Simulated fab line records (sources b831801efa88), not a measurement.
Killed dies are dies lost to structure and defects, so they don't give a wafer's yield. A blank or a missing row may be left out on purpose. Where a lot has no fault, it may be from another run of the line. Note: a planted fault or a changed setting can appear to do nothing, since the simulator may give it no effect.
fab line records	flow sky130
record lots=13	wafers=39	lastDay=50
route steps=708 shown DNWELL@43 NWELL@76 VT_ADJUST_HVTP@91 PAD_OPEN@708
lots that met no fault: from a run of the same line without faults
startH: hours from the record's opening day to when the first of the lot's shown wafers began	waitH: time in hours since the lot's previous step	" identical to the entry in the row above	L1.1+2: a row that stands for several wafers	- no value, or no start was given	* or withheld: withheld	< > ~ a bound
route shown NAME@n: a module of which the file shows steps, and the number in the route of the first	usual: mean and standard deviation over wafers with no fault	same: alike in all rows	chamber/n: place in a boat	sites: per-site readings	_std_site: how widely they spread, as a standard deviation	_edge_site: the outer-site mean with the inner-site mean subtracted	radiusMm: how far each site lies from the wafer's centre	mask NAME#n: copy n	behind: the tool/chamber that last shaped the wafer	hold: why the lot went on hold/how many hours it stayed there/how the hold came to an end	device: whichever transistor did not switch (one of n, p or np)	end of line: tests run on the same wafers once the route is complete	where a step has no rows: the recipe by itself	killed: dies lost to structure and defects at the first sort, not the wafer's yield	map: per-die view of a wafer (x killed, . not killed, _ where there is no die)
set.NAME: the run value of the setting; set.NAME@STEP: its run value at that earlier step	model.NAME: the simulator's own value behind a step, which no gauge read
steps of the route over a sample of lots; a table a step, a row a wafer
services: a tool's chamber out of use, with start hour (startH, from the record's first day; less than 0 if before it), hours out, and reason
## steps
# step SKY_DNWELL_STRIP_08
# recipe chemistry=O2/N2	powerW=1400	pressureMtorr=1500	platenTempC=withheld	o2FlowSccm=3000	n2FlowSccm=300	overashFraction=0.5
# usual drypumpMotorCurrentA=5.5/0.42	oesProductAu=0.722/0.0048	stripTimeToEndpointS=36.94/0.1
lot.wafer	tool	chamber	startH	waitH	drypumpMotorCurrentA	oesProductAu	rfHoursCounterH	stripTimeToEndpointS
L445.2	plasmaAsher-03	1	52.31	0.1	5.5	0.724	23	36.88
L445.5	"	1	"	"	5.5	0.727	-	37.04
L445.6	"	0	"	"	6.0	0.721	-	36.93
L446.1	plasmaAsher-04	0	56.06	0.1	5.2	0.720	40	36.97
L446.2	"	1	"	"	4.7	0.720	40	36.94
L446.3	"	1	"	"	4.7	0.726	-	36.92
L447.3	plasmaAsher-02	0	60.35	0.1	5.5	0.730	-	36.88
L447.4	"	1	"	"	5.7	0.725	-	36.94
L447.5	"	0	"	"	5.4	0.718	-	36.96
L451.1	plasmaAsher-02	0	82.51	0.1	5.5	0.721	44	37.00
L451.2	"	1	"	"	5.7	0.715	44	36.96
L451.6	"	1	"	"	5.7	0.721	-	37.09
L453.1	plasmaAsher-02	0	108.81	0.1	5.5	0.726	47	36.89
L453.4	"	1	"	"	5.7	0.718	-	36.87
L453.6	"	0	"	"	5.5	0.712	-	36.95
L455.2	plasmaAsher-03	1	109.92	0.1	5.5	0.721	28	37.00
L455.3	"	1	"	"	5.5	0.724	-	36.83
L455.6	"	1	"	"	5.5	0.720	-	36.94
L458.3	plasmaAsher-03	1	121.15	0.1	5.5	0.717	-	36.93
L458.4	"	0	"	"	6.0	0.721	-	37.08
L458.6	"	0	"	"	6.1	0.719	-	36.79
L459.2	plasmaAsher-03	1	127.06	0.1	5.5	0.718	30	36.86
L459.3	"	1	"	"	5.5	0.730	-	36.82
L459.6	"	0	"	"	6.1	0.725	-	36.87
L461.1	plasmaAsher-04	0	138.81	0.1	5.2	0.719	2	36.96
L461.3	"	1	"	"	4.7	0.723	-	37.00
L461.5	"	1	"	"	4.7	0.714	-	37.05
L465.3	plasmaAsher-04	1	158.65	0.1	4.7	0.721	-	36.91
L465.4	"	0	"	"	5.2	0.719	-	36.92
L465.6	"	0	"	"	5.2	0.723	-	36.88
L466.2	plasmaAsher-03	1	165.46	0.1	5.5	0.724	35	36.83
L466.4	"	1	"	"	5.5	0.727	-	37.14
L466.5	"	1	"	"	5.5	0.714	-	36.93
L467.1	plasmaAsher-03	1	170.36	0.1	5.5	0.717	35	37.13
L467.3	"	1	"	"	5.5	0.721	-	37.08
L467.5	"	1	"	"	5.5	0.722	-	37.17
L468.2	plasmaAsher-02	0	177.46	0.1	5.5	0.719	50	36.97
L468.3	"	1	"	"	5.7	0.721	-	36.98
L468.6	"	1	"	"	5.7	0.725	-	36.88
# step SKY_NWELL_OVL_MEAS_23
# usual NWELL_01_OVL=-0.6/1.4
lot.wafer	tool	chamber	startH	waitH	NWELL_01_OVL[nm]
L445.2	overlay-01	-	102.67	-	-1.8
L445.5	"	-	"	"	-1.0
L445.6	"	-	"	"	0.0
L446.1	overlay-01	-	104.96	-	-2.5
L446.2	"	-	"	"	-2.6
L446.3	"	-	"	"	-2.9
L447.3	overlay-01	-	110.37	-	-2.4
L447.4	"	-	"	"	0.2
L447.5	"	-	"	"	-0.9
L451.1	overlay-01	-	136.31	-	1.6
L451.2	"	-	"	"	0.9
L451.6	"	-	"	"	-0.5
L453.1	overlay-02	-	165.41	-	-1.5
L453.4	"	-	"	"	-1.0
L453.6	"	-	"	"	2.0
L455.2	overlay-01	-	167.47	-	-1.7
L455.3	"	-	"	"	-1.6
L455.6	"	-	"	"	-1.9
L458.3	overlay-01	-	180.17	-	-0.6
L458.4	"	-	"	"	-0.7
L458.6	"	-	"	"	-1.1
L459.2	overlay-02	-	186.51	-	-2.0
L459.3	"	-	"	"	-1.1
L459.6	"	-	"	"	-1.8
L461.1	overlay-02	-	199.71	-	-1.2
L461.3	"	-	"	"	-1.8
L461.5	"	-	"	"	0.9
L465.3	overlay-01	-	223.12	-	-1.2
L465.4	"	-	"	"	-1.7
L465.6	"	-	"	"	-3.1
L466.2	overlay-02	-	229.07	-	0.5
L466.4	"	-	"	"	-0.7
L466.5	"	-	"	"	1.1
L467.1	overlay-02	-	234.96	-	-1.0
L467.3	"	-	"	"	0.7
L467.5	"	-	"	"	-1.6
L468.2	overlay-01	-	243.52	-	-1.6
L468.3	"	-	"	"	-2.4
L468.6	"	-	"	"	-0.1
# step SKY_VT_ADJUST_HVTP_DEVELOP_06
# recipe resist=NOVOLAK	developer=TMAH	developTimeS=60	devTempC=23
# usual chillPlateTempC=22.99/0.099	developerTempC=23.00/0.11
# same developTimeS=60
lot.wafer	tool	chamber	startH	waitH	chillPlateTempC	developerTempC
L445.2	lithoTrack-03	0	121.14	0.1	22.97	23.12
L445.5	"	0	"	"	22.86	23.22
L445.6	"	0	"	"	23.01	22.97
L446.1	lithoTrack-04	0	123.36	0.1	23.18	23.40
L446.2	"	0	"	"	23.18	23.05
L446.3	"	0	"	"	23.01	23.20
L447.3	lithoTrack-04	0	130.06	0.1	23.05	22.85
L447.4	"	0	"	"	22.93	22.88
L447.5	"	0	"	"	22.89	22.84
L451.1	lithoTrack-03	0	156.16	0.1	22.89	23.07
L451.2	"	0	"	"	23.01	22.96
L451.6	"	0	"	"	22.96	23.04
L453.1	lithoTrack-04	0	186.16	0.1	22.87	23.00
L453.4	"	0	"	"	23.00	23.31
L453.6	"	0	"	"	22.89	23.02
L455.2	lithoTrack-02	0	188.23	0.1	22.93	22.85
L455.3	"	0	"	"	23.17	22.95
L455.6	"	0	"	"	23.01	22.86
L458.3	lithoTrack-02	0	201.21	0.1	23.20	23.13
L458.4	"	0	"	"	23.16	23.01
L458.6	"	0	"	"	23.11	23.07
L459.2	lithoTrack-02	0	208.38	0.1	22.96	23.96
L459.3	"	0	"	"	22.96	23.81
L459.6	"	0	"	"	22.94	23.95
L461.1	lithoTrack-02	0	222.41	0.1	23.13	23.87
L461.3	"	0	"	"	22.99	23.77
L461.5	"	0	"	"	23.02	23.84
L465.3	lithoTrack-03	0	247.01	0.1	22.83	23.19
L465.4	"	0	"	"	22.90	23.08
L465.6	"	0	"	"	22.95	22.95
L466.2	lithoTrack-04	0	253.44	0.1	23.12	23.01
L466.4	"	0	"	"	22.98	23.04
L466.5	"	0	"	"	22.98	23.08
L467.1	lithoTrack-03	0	259.36	0.1	23.19	22.95
L467.3	"	0	"	"	23.13	22.90
L467.5	"	0	"	"	22.89	23.06
L468.2	lithoTrack-04	0	268.04	0.1	22.81	23.01
L468.3	"	0	"	"	22.94	22.96
L468.6	"	0	"	"	22.96	22.90
# step SKY_VT_ADJUST_HVTP_OVL_MEAS_08
# usual VT_ADJUST_HVTP_OVL=-0.6/1.4
lot.wafer	tool	chamber	startH	waitH	VT_ADJUST_HVTP_OVL[nm]
L445.2	overlay-01	-	121.39	0.1	-0.2
L445.5	"	-	"	"	-0.9
L445.6	"	-	"	"	0.6
L446.1	overlay-01	-	123.63	0.1	-2.7
L446.2	"	-	"	"	-2.4
L446.3	"	-	"	"	-1.8
L447.3	overlay-01	-	130.29	0.1	-0.1
L447.4	"	-	"	"	-1.2
L447.5	"	-	"	"	-1.0
L451.1	overlay-01	-	156.43	0.1	0.5
L451.2	"	-	"	"	2.9
L451.6	"	-	"	"	1.7
L453.1	overlay-01	-	186.43	0.1	-1.1
L453.4	"	-	"	"	-0.6
L453.6	"	-	"	"	-3.2
L455.2	overlay-01	-	188.48	0.1	0.4
L455.3	"	-	"	"	0.9
L455.6	"	-	"	"	-1.3
L458.3	overlay-01	-	201.44	0.1	-0.5
L458.4	"	-	"	"	-1.1
L458.6	"	-	"	"	0.0
L459.2	overlay-01	-	208.63	0.1	-0.9
L459.3	"	-	"	"	-2.4
L459.6	"	-	"	"	-0.8
L461.1	overlay-02	-	222.68	0.1	2.9
L461.3	"	-	"	"	1.6
L461.5	"	-	"	"	1.5
L465.3	overlay-01	-	247.24	0.1	1.2
L465.4	"	-	"	"	-1.5
L465.6	"	-	"	"	0.1
L466.2	overlay-02	-	253.70	0.1	1.8
L466.4	"	-	"	"	2.7
L466.5	"	-	"	"	1.9
L467.1	overlay-02	-	259.63	0.1	-1.8
L467.3	"	-	"	"	-0.9
L467.5	"	-	"	"	0.6
L468.2	overlay-01	-	268.29	0.1	-0.8
L468.3	"	-	"	"	-2.6
L468.6	"	-	"	"	-3.1
# step SKY_PAD_OPEN_PROBE_99
# usual killed_at_M0_to_M3=42/6.6	killed_at_M4_up=3.0/1.8	killedAtContacts=25/5.1	killedAtFrontEnd=15/4.4	killedAtOther=0.3/0.56	killedDies=86/8.6	killedOnRim=17/3.9	killedOpen=47/6.9	killedShort=38/6
# same grossDies=492	killedAtBackSide=0
lot.wafer	tool	chamber	startH	waitH	killed_at_M0_to_M3	killed_at_M4_up	killedAtContacts	killedAtFrontEnd	killedAtOther	killedDies	killedOnRim	killedOpen	killedShort
L445.2	prober-01	-	1068.52	0.1	44	6	21	21	0	92	17	51	41
L445.5	prober-01	-	1068.67	0.2	35	4	25	16	0	80	13	47	33
L445.6	prober-01	-	1068.72	0.2	43	2	27	14	1	87	17	58	29
L446.1	prober-02	-	1074.53	0.1	26	4	24	20	0	74	12	39	33
L446.2	prober-02	-	1074.58	0.1	54	1	30	12	0	97	23	52	44
L446.3	prober-02	-	1074.63	0.2	31	1	34	9	0	75	12	42	33
L447.3	prober-01	-	1081.33	0.2	53	5	27	11	0	96	19	51	45
L447.4	prober-01	-	1081.38	0.2	44	4	24	13	0	85	15	47	38
L447.5	prober-01	-	1081.43	0.2	43	5	25	16	0	89	21	43	46
L451.1	prober-01	-	1107.18	0.1	48	6	24	23	0	101	22	51	50
L451.2	prober-01	-	1107.23	0.1	52	0	33	23	0	108	16	63	45
L451.6	prober-01	-	1107.43	0.2	40	3	24	18	1	86	13	46	40
L453.1	prober-01	-	1131.93	0.1	36	5	28	18	0	87	16	47	40
L453.4	prober-01	-	1132.08	0.2	43	6	22	19	0	90	17	47	43
L453.6	prober-01	-	1132.18	0.2	38	4	24	16	0	82	13	47	35
L455.2	prober-01	-	1144.66	0.1	44	0	27	9	0	80	23	44	36
L455.3	prober-01	-	1144.71	0.2	34	2	26	18	0	80	19	43	37
L455.6	prober-01	-	1144.86	0.2	44	3	22	8	0	77	14	35	42
L458.3	prober-02	-	1152.73	0.2	36	4	19	6	0	65	11	34	31
L458.4	prober-02	-	1152.78	0.2	46	2	29	12	0	89	20	53	36
L458.6	prober-02	-	1152.88	0.2	37	7	18	12	0	74	7	42	32
L459.2	prober-01	-	1154.13	0.1	42	1	30	21	0	94	19	61	32
L459.3	prober-01	-	1154.18	0.2	39	6	19	9	0	73	16	39	33
L459.6	prober-01	-	1154.33	0.2	38	2	16	15	0	71	11	45	25
L461.1	prober-01	-	1165.99	0.1	39	1	22	17	0	79	15	44	35
L461.3	prober-01	-	1166.09	0.2	47	2	27	19	0	95	28	55	38
L461.5	prober-01	-	1166.19	0.2	49	2	21	16	0	88	23	41	46
L465.3	prober-01	-	1182.91	0.2	49	0	25	14	0	88	21	46	42
L465.4	prober-01	-	1182.96	0.2	36	7	22	15	2	82	13	48	34
L465.6	prober-01	-	1183.06	0.2	34	3	23	12	1	73	12	45	28
L466.2	prober-02	-	1187.64	0.1	47	2	31	16	0	96	19	50	46
L466.4	prober-02	-	1187.74	0.2	36	1	20	13	1	71	19	35	36
L466.5	prober-02	-	1187.79	0.2	54	1	32	15	0	102	19	63	39
L467.1	prober-01	-	1194.63	0.1	47	4	17	15	0	83	16	52	31
L467.3	prober-01	-	1194.73	0.2	41	2	23	13	0	79	15	42	37
L467.5	prober-01	-	1194.83	0.2	44	3	29	12	2	90	14	48	42
L468.2	prober-02	-	1198.58	0.1	45	7	25	9	1	87	20	49	38
L468.3	prober-02	-	1198.63	0.2	42	5	36	15	0	98	17	56	42
L468.6	prober-02	-	1198.78	0.2	43	1	20	13	0	77	18	47	30
# killed by level:class
L445.2 VIA1:geometricParticle:open=14 FIELD_ISO:geometricParticle:short=9 CONTACT:geometricParticle:open=9 LI_CONTACT:geometricParticle:open=6 VIA2:geometricParticle:open=6 POLY_GATE:geometricParticle:short=5 VIA3:geometricParticle:short=5 FIELD_ISO:geometricParticle:open=4
L445.5 CONTACT:geometricParticle:open=13 VIA1:geometricParticle:open=10 FIELD_ISO:geometricParticle:short=7 METAL1:geometricParticle:short=7 LI_CONTACT:geometricParticle:open=6 POLY_GATE:geometricParticle:open=4 VIA3:geometricParticle:open=4 VIA1:geometricParticle:short=3
L445.6 VIA1:geometricParticle:open=20 CONTACT:geometricParticle:open=12 LI_CONTACT:geometricParticle:open=7 VIA3:geometricParticle:open=6 LOCAL_INTERCONNECT:geometricParticle:short=4 VIA1:geometricParticle:short=4 VIA2:geometricParticle:open=4 FIELD_ISO:geometricParticle:short=3
L446.1 CONTACT:geometricParticle:open=8 FIELD_ISO:geometricParticle:short=5 FIELD_ISO:geometricParticle:open=5 CONTACT:geometricParticle:short=5 POLY_GATE:geometricParticle:short=5 LOCAL_INTERCONNECT:geometricParticle:short=5 VIA1:geometricParticle:open=5 VIA3:geometricParticle:open=4
L446.2 VIA3:geometricParticle:open=11 LI_CONTACT:geometricParticle:open=9 VIA2:geometricParticle:open=9 VIA1:geometricParticle:open=8 CONTACT:geometricParticle:open=7 METAL1:geometricParticle:short=7 METAL2:geometricParticle:short=6 POLY_GATE:geometricParticle:short=5
L446.3 LI_CONTACT:geometricParticle:open=11 CONTACT:geometricParticle:open=9 VIA1:geometricParticle:open=7 LOCAL_INTERCONNECT:geometricParticle:short=6 LI_CONTACT:geometricParticle:short=5 VIA2:geometricParticle:open=5 METAL1:geometricParticle:short=4 METAL2:geometricParticle:short=3
L447.3 VIA1:geometricParticle:open=13 CONTACT:geometricParticle:open=10 METAL3:geometricParticle:short=6 LI_CONTACT:geometricParticle:open=5 METAL1:geometricParticle:short=5 VIA3:geometricParticle:open=5 VIA1:geometricParticle:short=4 LI_CONTACT:geometricParticle:short=4
L447.4 VIA1:geometricParticle:open=13 CONTACT:geometricParticle:open=8 METAL1:geometricParticle:short=6 VIA3:geometricParticle:open=6 CONTACT:geometricParticle:short=6 LOCAL_INTERCONNECT:geometricParticle:short=5 METAL2:geometricParticle:short=5 LI_CONTACT:geometricParticle:open=4
L447.5 CONTACT:geometricParticle:open=12 VIA1:geometricParticle:open=7 METAL1:geometricParticle:short=6 VIA2:geometricParticle:open=6 POLY_GATE:geometricParticle:open=5 CONTACT:geometricParticle:short=5 VIA1:geometricParticle:short=5 METAL2:geometricParticle:short=5
L451.1 CONTACT:geometricParticle:open=9 VIA1:geometricParticle:open=9 FIELD_ISO:geometricParticle:short=8 VIA2:geometricParticle:open=8 LOCAL_INTERCONNECT:geometricParticle:short=7 VIA1:geometricParticle:short=7 METAL4:geometricParticle:short=6 VIA3:geometricParticle:open=6
L451.2 CONTACT:geometricParticle:open=12 LI_CONTACT:geometricParticle:open=11 VIA1:geometricParticle:open=9 VIA2:geometricParticle:open=9 POLY_GATE:geometricParticle:open=7 METAL1:geometricParticle:short=5 VIA2:geometricParticle:short=5 VIA3:geometricParticle:open=5
L451.6 VIA1:geometricParticle:open=9 LI_CONTACT:geometricParticle:open=8 VIA2:geometricParticle:open=8 FIELD_ISO:geometricParticle:open=6 CONTACT:geometricParticle:open=6 FIELD_ISO:geometricParticle:short=5 VIA2:geometricParticle:short=5 POLY_GATE:geometricParticle:short=4
L453.1 CONTACT:geometricParticle:open=11 VIA1:geometricParticle:open=11 FIELD_ISO:geometricParticle:short=8 LI_CONTACT:geometricParticle:open=7 FIELD_ISO:geometricParticle:open=6 CONTACT:geometricParticle:short=6 METAL1:geometricParticle:short=6 METAL3:geometricParticle:short=4
L453.4 CONTACT:geometricParticle:open=10 VIA1:geometricParticle:open=8 FIELD_ISO:geometricParticle:open=6 FIELD_ISO:geometricParticle:short=6 VIA3:geometricParticle:open=6 VIA2:geometricParticle:open=6 LI_CONTACT:geometricParticle:open=5 METAL4:geometricParticle:short=5
L453.6 VIA1:geometricParticle:open=10 CONTACT:geometricParticle:open=10 METAL1:geometricParticle:short=6 VIA3:geometricParticle:open=6 LI_CONTACT:geometricParticle:open=5 VIA2:geometricParticle:open=5 CONTACT:geometricParticle:short=4 VIA1:geometricParticle:short=4
L455.2 CONTACT:geometricParticle:open=12 VIA1:geometricParticle:open=8 LOCAL_INTERCONNECT:geometricParticle:short=7 METAL1:geometricParticle:short=6 VIA3:geometricParticle:open=6 CONTACT:geometricParticle:short=5 VIA1:geometricParticle:short=5 METAL2:geometricParticle:short=5
L455.3 CONTACT:geometricParticle:open=10 VIA1:geometricParticle:open=9 POLY_GATE:geometricParticle:short=7 METAL2:geometricParticle:short=6 LI_CONTACT:geometricParticle:open=5 LOCAL_INTERCONNECT:geometricParticle:short=4 CONTACT:geometricParticle:short=4 VIA2:geometricParticle:open=4
L455.6 CONTACT:geometricParticle:open=7 LOCAL_INTERCONNECT:geometricParticle:short=7 METAL2:geometricParticle:short=7 VIA1:geometricParticle:open=6 VIA2:geometricParticle:open=6 METAL1:geometricParticle:short=5 LI_CONTACT:geometricParticle:open=4 VIA3:geometricParticle:short=4
L458.3 VIA1:geometricParticle:open=8 CONTACT:geometricParticle:open=6 METAL2:geometricParticle:short=6 VIA2:geometricParticle:open=6 CONTACT:geometricParticle:short=4 VIA1:geometricParticle:short=4 LOCAL_INTERCONNECT:geometricParticle:open=4 FIELD_ISO:geometricParticle:short=3
L458.4 VIA1:geometricParticle:open=12 LI_CONTACT:geometricParticle:open=10 VIA2:geometricParticle:open=9 LI_CONTACT:geometricParticle:short=7 CONTACT:geometricParticle:open=7 METAL2:geometricParticle:short=6 VIA1:geometricParticle:short=5 VIA3:geometricParticle:open=5
L458.6 VIA2:geometricParticle:open=7 POLY_GATE:geometricParticle:open=6 CONTACT:geometricParticle:short=6 CONTACT:geometricParticle:open=6 FIELD_ISO:geometricParticle:open=5 VIA1:geometricParticle:open=5 METAL1:geometricParticle:short=4 VIA1:geometricParticle:short=4
L459.2 CONTACT:geometricParticle:open=12 VIA1:geometricParticle:open=12 LI_CONTACT:geometricParticle:open=11 POLY_GATE:geometricParticle:open=7 VIA3:geometricParticle:open=7 METAL2:geometricParticle:short=5 FIELD_ISO:geometricParticle:short=4 FIELD_ISO:geometricParticle:open=4
L459.3 VIA1:geometricParticle:open=13 CONTACT:geometricParticle:open=8 VIA2:geometricParticle:open=6 FIELD_ISO:geometricParticle:short=4 METAL4:geometricParticle:short=4 VIA3:geometricParticle:short=4 FIELD_ISO:geometricParticle:open=3 LI_CONTACT:geometricParticle:open=3
L459.6 VIA3:geometricParticle:open=10 VIA1:geometricParticle:open=9 VIA2:geometricParticle:open=7 METAL2:geometricParticle:short=5 LI_CONTACT:geometricParticle:open=5 LOCAL_INTERCONNECT:geometricParticle:short=5 CONTACT:geometricParticle:open=5 FIELD_ISO:geometricParticle:open=4
L461.1 VIA1:geometricParticle:open=10 CONTACT:geometricParticle:open=8 LI_CONTACT:geometricParticle:open=6 METAL2:geometricParticle:short=6 METAL1:geometricParticle:short=5 POLY_GATE:geometricParticle:short=4 SPACER:geometricParticle:open=4 CONTACT:geometricParticle:short=4
L461.3 CONTACT:geometricParticle:open=10 VIA1:geometricParticle:open=10 LI_CONTACT:geometricParticle:open=9 VIA1:geometricParticle:short=7 VIA2:geometricParticle:open=7 METAL1:geometricParticle:short=6 VIA3:geometricParticle:open=6 FIELD_ISO:geometricParticle:open=5
L461.5 VIA1:geometricParticle:open=11 CONTACT:geometricParticle:open=11 METAL1:geometricParticle:short=10 METAL2:geometricParticle:short=9 VIA1:geometricParticle:short=7 POLY_GATE:geometricParticle:short=6 LI_CONTACT:geometricParticle:open=4 VIA2:geometricParticle:open=4
L465.3 VIA1:geometricParticle:open=11 CONTACT:geometricParticle:open=7 LOCAL_INTERCONNECT:geometricParticle:short=6 POLY_GATE:geometricParticle:open=5 METAL1:geometricParticle:short=5 VIA1:geometricParticle:short=5 POLY_GATE:geometricParticle:short=4 LI_CONTACT:geometricParticle:open=4
L465.4 VIA2:geometricParticle:open=10 VIA1:geometricParticle:open=9 LI_CONTACT:geometricParticle:open=7 METAL4:geometricParticle:short=7 CONTACT:geometricParticle:open=6 CONTACT:geometricParticle:short=5 METAL1:geometricParticle:short=5 VIA3:geometricParticle:open=5
L465.6 LI_CONTACT:geometricParticle:open=8 VIA1:geometricParticle:open=8 CONTACT:geometricParticle:open=7 FIELD_ISO:geometricParticle:short=6 VIA2:geometricParticle:open=6 METAL2:geometricParticle:short=5 LI_CONTACT:geometricParticle:short=4 VIA3:geometricParticle:open=4
L466.2 VIA1:geometricParticle:open=10 LI_CONTACT:geometricParticle:open=9 CONTACT:geometricParticle:open=8 VIA3:geometricParticle:open=8 FIELD_ISO:geometricParticle:short=7 CONTACT:geometricParticle:short=6 VIA2:geometricParticle:open=5 METAL2:geometricParticle:short=5
L466.4 VIA1:geometricParticle:open=10 CONTACT:geometricParticle:open=7 METAL1:geometricParticle:short=6 VIA2:geometricParticle:open=6 CONTACT:geometricParticle:short=5 LOCAL_INTERCONNECT:geometricParticle:short=5 FIELD_ISO:geometricParticle:short=4 METAL2:geometricParticle:short=4
L466.5 VIA1:geometricParticle:open=13 CONTACT:geometricParticle:open=12 VIA2:geometricParticle:open=10 LI_CONTACT:geometricParticle:open=7 VIA3:geometricParticle:open=7 CONTACT:geometricParticle:short=7 METAL2:geometricParticle:short=7 FIELD_ISO:geometricParticle:open=6
L467.1 VIA1:geometricParticle:open=14 VIA2:geometricParticle:open=11 CONTACT:geometricParticle:open=6 POLY_GATE:geometricParticle:open=6 VIA3:geometricParticle:open=6 LOCAL_INTERCONNECT:geometricParticle:short=5 METAL2:geometricParticle:short=5 FIELD_ISO:geometricParticle:open=4
L467.3 CONTACT:geometricParticle:open=11 VIA3:geometricParticle:open=7 VIA1:geometricParticle:open=6 VIA1:geometricParticle:short=6 LOCAL_INTERCONNECT:geometricParticle:short=5 METAL2:geometricParticle:short=5 VIA2:geometricParticle:open=5 POLY_GATE:geometricParticle:short=4
L467.5 VIA1:geometricParticle:open=11 CONTACT:geometricParticle:open=9 VIA3:geometricParticle:open=8 CONTACT:geometricParticle:short=8 VIA2:geometricParticle:short=6 VIA2:geometricParticle:open=5 POLY_GATE:geometricParticle:short=4 LI_CONTACT:geometricParticle:open=4
L468.2 VIA1:geometricParticle:open=10 CONTACT:geometricParticle:open=9 VIA3:geometricParticle:open=8 VIA2:geometricParticle:open=7 LI_CONTACT:geometricParticle:open=6 METAL4:geometricParticle:short=6 VIA2:geometricParticle:short=6 VIA1:geometricParticle:short=5
L468.3 VIA1:geometricParticle:open=12 LI_CONTACT:geometricParticle:open=9 CONTACT:geometricParticle:open=9 CONTACT:geometricParticle:short=7 VIA2:geometricParticle:open=7 VIA3:geometricParticle:open=6 LI_CONTACT:geometricParticle:short=5 LOCAL_INTERCONNECT:geometricParticle:short=5
L468.6 VIA1:geometricParticle:open=16 CONTACT:geometricParticle:open=10 VIA1:geometricParticle:short=6 LI_CONTACT:geometricParticle:open=5 FIELD_ISO:geometricParticle:open=4 FIELD_ISO:geometricParticle:short=4 METAL1:geometricParticle:short=4 LOCAL_INTERCONNECT:geometricParticle:short=3
## services
tool	chamber	startH	hours	kind
plasmaAsher-03	-	74.33	4.3	pm
plasmaAsher-03	-	90.21	12.5	repair
plasmaAsher-04	-	108.75	9.0	pm
plasmaAsher-04	0	108.75	9.0	ventCycle
plasmaAsher-04	1	108.75	9.0	ventCycle
plasmaAsher-04	-	117.11	0.5	repair
plasmaAsher-04	0	117.75	-	clean
plasmaAsher-04	1	117.75	-	clean
plasmaAsher-02	-	129.45	13.3	pm
plasmaAsher-02	-	142.78	28.1	pm
lithoTrack-02	-	180.47	-	consumableReplace:filter
## key
firstSign step=SKY_VT_ADJUST_HVTP_DEVELOP_06	reading=developerTempC	direction=up	sigmas=7.7	usual=*	struck=*
effect none on later readings
metAt SKY_VT_ADJUST_HVTP_DEVELOP_06
struckLots L459,L461
testerLeftOut L459,L461
loopTrim step=SKY_VT_ADJUST_HVTP_EXPOSE_04	setting=dose	lots=L461
notActingAt SKY_DNWELL_STRIP_08,SKY_NWELL_OVL_MEAS_23,SKY_VT_ADJUST_HVTP_OVL_MEAS_08
onsetBetween 201.21 208.38
fault kind=processParameterDrift	tool=lithoTrack-02	chamber=-	onsetH=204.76	steps=SKY_VT_ADJUST_HVTP_DEVELOP_06	channel=devTempC	offset=*	shape=step	endH=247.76	actsIn=*	stated=*
# testerLeftOut: of these lots the tester's yield and bins aren't shown, on N5 and GAA mostly nor the transistor test; their killed dies are dies lost to structure and defects alone, not to doping, threshold or leakage, so they don't give the yield
# loopTrim: a control loop set the setting to another value than it would have without faults
